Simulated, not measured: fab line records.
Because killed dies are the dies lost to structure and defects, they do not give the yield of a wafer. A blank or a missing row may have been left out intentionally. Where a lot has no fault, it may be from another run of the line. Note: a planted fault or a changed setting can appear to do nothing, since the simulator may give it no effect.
A struck lot beside a sound one	flow gf180mcu	14 out of 602 route steps
Sound: wafers L710.1, L710.5, L710.6. The struck wafers were L706.1, L706.2, L706.6. The cause is given at the end.
Per side, at each step with rows, come the tool, then ch with its chambers, and then its first start. Under that, the readings that differ: sound wafers	struck wafers	difference of the means	sigmas: that difference in standard deviations of wafers without a fault.
alike: readings with means less than 2 such deviations apart, plus words and numbers identical on both sides. not compared: withheld readings, readings lacking a value on some wafer, bounds such as >300 that could conceal the same value, and numbers that have no deviation in the record and whose values overlap.
The two part at a step that has a row with sigmas, a row that says differs or no value, or rows on one side only. Numbers that don't overlap but have no deviation are shown without sigmas and don't part them. A reading that every wafer of one side lacks parts them only if that side has two wafers or more.

first, 1 step without rows for these wafers: GF_V4_CVD_00 (deposits SiO2, target thk 600 nm, time 100 s).
GF_V4_THK_MEAS_01:
  sound: film-metro-01 at day 29 00:37; struck: film-metro-01 at day 27 17:52
  alike: V4_CVD_00_THK
GF_V4_CVD_02: deposits SiO2 from TEOS, target thk 850 nm, time 94.851 s.
  sound on pecvd-01 ch 0,1, day 29 00:40; struck on pecvd-02 ch 1,2, day 27 17:56
  alike: heater-power-w, susceptor-temp-C
GF_V4_THK_MEAS_03:
  sound: film-metro-03 at day 29 00:44; struck: film-metro-03 at day 27 17:59
  alike: V4_CVD_02_THK
GF_V4_CMP_04: polishes SiO2.
  sound on cmp-01 ch 0,1, day 29 00:52; struck on cmp-02 ch 0,1,3, day 27 18:03
reading	sound	struck	difference	sigmas
time-to-endpoint-s (s)	81 89 93	75 73 81	-11	-2
  alike: motor-current-A
GF_V4_BOW_MEAS_05:
  sound: film-metro-04 at day 29 01:08; struck: film-metro-01 at day 27 18:21
  alike: V4_BOW
then, 6 steps without rows for these wafers: GF_V4_DEHYDRATE_06 (time 60 s); GF_V4_HMDS_07 (prime time 60 s); GF_V4_COAT_08; GF_V4_COAT_09 (resist thk 1000 nm); GF_V4_SOFTBAKE_10 (time 60 s); GF_V4_EXPOSE_11 (exposes mask Via4, target cd 260 nm).
GF_V4_PEB_12: peb time 90 s.
  struck on litho-track-03, day 28 13:22; sound on litho-track-04 ch 0, day 29 20:44
  no value came back on the struck wafers for chill-plate-temp-C (C), exhaust-pa (Pa), heater-power-total-W (W); on the sound wafers chill-plate-temp-C (C) reads 23.07 23.04 22.92
then, 1 step without rows for these wafers: GF_V4_DEVELOP_13 (develop time 60 s).

== WHERE THEY PART ==
At GF_V4_CMP_04 first; at GF_V4_PEB_12 last (within this record only).

WHY: what had been put in by the simulator
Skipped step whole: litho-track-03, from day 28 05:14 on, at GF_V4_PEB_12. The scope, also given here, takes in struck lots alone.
